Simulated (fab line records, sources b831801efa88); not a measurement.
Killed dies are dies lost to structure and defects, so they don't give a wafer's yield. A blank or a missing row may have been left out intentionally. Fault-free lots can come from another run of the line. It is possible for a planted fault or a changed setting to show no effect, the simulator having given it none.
Which tool is to blame? + flow sky130 + Sampling: 6 lots, 18 wafers, 2 of 708 route steps

== WHAT THE GAUGES READ, wafer by wafer ==
SKY_GATE_OXIDE_TW_MEAS_14.
| lot  | measured     | on            | GATE_OXIDE_TW     |
|------|--------------|---------------|-------------------|
| L670 | day 14 07:40 | film_metro-03 | 225.0 225.4 226.0 |
| L672 | day 14 16:05 | film_metro-02 | 224.1 224.2 223.9 |
| L675 | day 15 17:30 | film_metro-03 | 223.6 225.2 225.0 |
| L683 | day 18 18:25 | film_metro-02 | 259.1 259.1 259.9 |
| L689 | day 20 14:49 | film_metro-03 | 226.0 226.3 227.1 |
| L691 | day 21 15:55 | film_metro-04 | 220.5 222.5 221.5 |

== WHICH TOOL RAN EACH LOT (tool, then ch and the chambers of the sampled wafers, then the start) ==
| lot  | SKY_GATE_OXIDE_IMPLANT_11       |
|------|---------------------------------|
| L670 | implanter-04 ch 0, day 14 07:19 |
| L672 | implanter-02 ch 0, day 14 15:44 |
| L675 | implanter-02 ch 0, day 15 17:08 |
| L683 | implanter-04 ch 0, day 18 18:04 |
| L689 | implanter-02 ch 0, day 20 14:28 |
| L691 | implanter-03 ch 0, day 21 15:34 |
- SKY_GATE_OXIDE_IMPLANT_11

== THE ANSWER, worked out from the rows above alone ==
Rule: the usual values come from the lots themselves. The widest of any qualifying gaps counts: lots, ordered by their means at a reading, are off when they make up no more than a third of the lots, leave a main group of 4 or more, and stand apart from it by 3 or more times the standard deviation of that group's means. If all means in a main group match to the digits the tables above print for the reading, that group is not used. Also off: a lot with no number at a reading for which 4 or more lots have one. The other lots that the step has rows for count as sound.
Off: L683, at SKY_GATE_OXIDE_TW_MEAS_14 (GATE_OXIDE_TW). The main group: mean 224.4, standard deviation 1.7.
If a tool, at a process step before that reading, ran all the lots that are off and no sound lot after the first of them, it fits. The gauges at SKY_GATE_OXIDE_TW_MEAS_14 are tried like those tools. Undecided on this evidence; 2 tools fit (implanter-04 at SKY_GATE_OXIDE_IMPLANT_11, film_metro-02 at SKY_GATE_OXIDE_TW_MEAS_14).

== WHAT WAS PUT IN BY THE SIMULATOR ==
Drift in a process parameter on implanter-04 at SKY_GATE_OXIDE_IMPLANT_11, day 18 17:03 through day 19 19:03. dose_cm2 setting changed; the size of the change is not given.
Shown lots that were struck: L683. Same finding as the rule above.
